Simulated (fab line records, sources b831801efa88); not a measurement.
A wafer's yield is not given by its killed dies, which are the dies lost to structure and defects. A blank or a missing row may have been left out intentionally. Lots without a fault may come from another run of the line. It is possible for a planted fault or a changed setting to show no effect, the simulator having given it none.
Chamber matching / flow sky130 / SKY_PAD_OPEN_ETCH_07 on rie diel-02 has 4 sister chambers
The step etches the open film in CF4/O2, stops on AlCu, target depth 725 nm, time 161.1 s. 4 wafers are shown with their chamber, then 9 later ones without.

== WAFERS PAIRED WITH THEIR CHAMBERS ==
wafer=L092.2; chamber=1; drypump motor current A (A)=6.1
wafer=L091.2; chamber=3; drypump motor current A (A)=6.2
wafer=L091.3; chamber=0; drypump motor current A (A)=5.3
wafer=L091.5; chamber=2; drypump motor current A (A)=6.1

== WAFERS WITHOUT THEIR CHAMBER ==
wafer=L093.1; drypump motor current A (A)=6.1
wafer=L093.2; drypump motor current A (A)=6.2
wafer=L093.3; drypump motor current A (A)=5.3
wafer=L093.4; drypump motor current A (A)=6.2
wafer=L093.5; drypump motor current A (A)=6.2
wafer=L093.6; drypump motor current A (A)=6.1
wafer=L096.4; drypump motor current A (A)=6.1
wafer=L096.5; drypump motor current A (A)=6.2
wafer=L096.6; drypump motor current A (A)=5.4

== THE CHAMBER EACH PASSED THROUGH ==
wafer=L093.1; from the rows above=can't be placed: 1 or 2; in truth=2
wafer=L093.2; from the rows above=3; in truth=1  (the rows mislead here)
wafer=L093.3; from the rows above=0; in truth=0
wafer=L093.4; from the rows above=3; in truth=3
wafer=L093.5; from the rows above=3; in truth=3
wafer=L093.6; from the rows above=can't be placed: 1 or 2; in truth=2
wafer=L096.4; from the rows above=can't be placed: 1 or 2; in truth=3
wafer=L096.5; from the rows above=3; in truth=3
wafer=L096.6; from the rows above=0; in truth=0
Correctly placed: 5 of 9. From these rows, 3 cannot be placed; in 2 the true chamber is one of the candidates. Wrongly placed: 1.
How it was worked out, from the rows above alone: a wafer's distance from a chamber is the root of the sum, over the readings, of the square of ((its reading less the chamber's mean) divided by the reading's scatter). The wafer belongs to the nearest chamber; if the next one is less than 2 further off, it can't be placed. For every chamber, the mean is computed from those of its wafers that are shown. The scatter: root of mean squared gap, hidden wafer to nearest shown wafer, with one shown wafer a chamber.
